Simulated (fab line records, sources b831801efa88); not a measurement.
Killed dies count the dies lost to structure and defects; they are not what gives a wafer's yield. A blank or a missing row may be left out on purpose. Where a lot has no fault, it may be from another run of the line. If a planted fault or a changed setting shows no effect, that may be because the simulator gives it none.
A single fault, viewed from 2 desks	flow gf180mcu	each desk has only its own numbers; what lay behind them comes last

## FROM THE METROLOGY DESK
What the gauges read for every lot (on any tool): the sampled wafers with a number, averaged. The brackets show how far a lot's mean lies from the usual mean; more than 4 standard deviations puts the lot out of limits, marked OUT.
Columns: A = cdNm at GF_SAB_CD_MEAS_09, usual 419.7 nm; B = SAB_OVL at GF_SAB_OVL_MEAS_10, usual -0.6 nm
lot	first seen here	A	B
L589	day 15 01:58	419.6	-1.4
L590	day 15 12:32	418.2	-1.7
L591	day 15 21:32	419.2	-0.0
L593	day 16 09:56	415.7	0.6
L598	day 18 08:23	420.2	-1.7
L599	day 18 20:41	418.6	-0.5
L600	day 19 01:32	420.0	-0.8
L604	day 20 13:04	419.7	-2.6
L607	day 21 14:22	417.5	-0.8
L608	day 22 04:19	423.3	-1.5
L609	day 22 09:00	417.6	0.1
L610	day 22 10:47	419.4	-0.6
L611	day 22 20:06	424.1	-1.1
L606	day 24 06:34	416.0	-0.4
This desk's verdict: no lot among the 14 shows anything out of limits.

## FOR THE TOOL OWNER'S DESK: pecvd-01
The tool's own readings at GF_V1_CVD_02 (deposits SiO2 from TEOS, target thk 850 nm, time 94.851 s): means of the sampled wafers that have a number, for each lot that ran on this tool. The brackets show how far a lot's mean lies from the usual mean; more than 4 standard deviations puts the lot out of limits, marked OUT.
Columns: A = heaterPowerW at GF_V1_CVD_02, usual 711 W; B = runLengthS at GF_V1_CVD_02, usual 122.6 s
lot	first seen here	A	B
L593	day 18 11:46	682	122.6
L598	day 20 11:20	810	124.8
L599	day 21 00:19	703	125.0 (+4.2) OUT
L600	day 21 05:45	775	125.2 (+4.5) OUT
L608	day 24 07:12	744	122.8
This desk's finding: out of limits on L599, L600; first on L599, day 21 00:19 (runLengthS at GF_V1_CVD_02). L593, L598, L608 stayed within limits.

## PUT TOGETHER
On L599, L600, at day 21 00:19, an alarm was possible from the tool owner's desk.
Metrology desk: nothing out of limits seen.
The metrology desk holds a record of L599, L600, inside its limits.
On pecvd-01, each named lot ran GF_V1_CVD_02.

## WHAT HAD BEEN PUT IN BY THE SIMULATOR
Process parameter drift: pecvd-01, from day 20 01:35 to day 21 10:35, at GF_V1_CVD_02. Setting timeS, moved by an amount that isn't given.
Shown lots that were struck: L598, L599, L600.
Delay in hours, fault start to first out-of-limits reading, by desk: the tool owner's desk at 23.
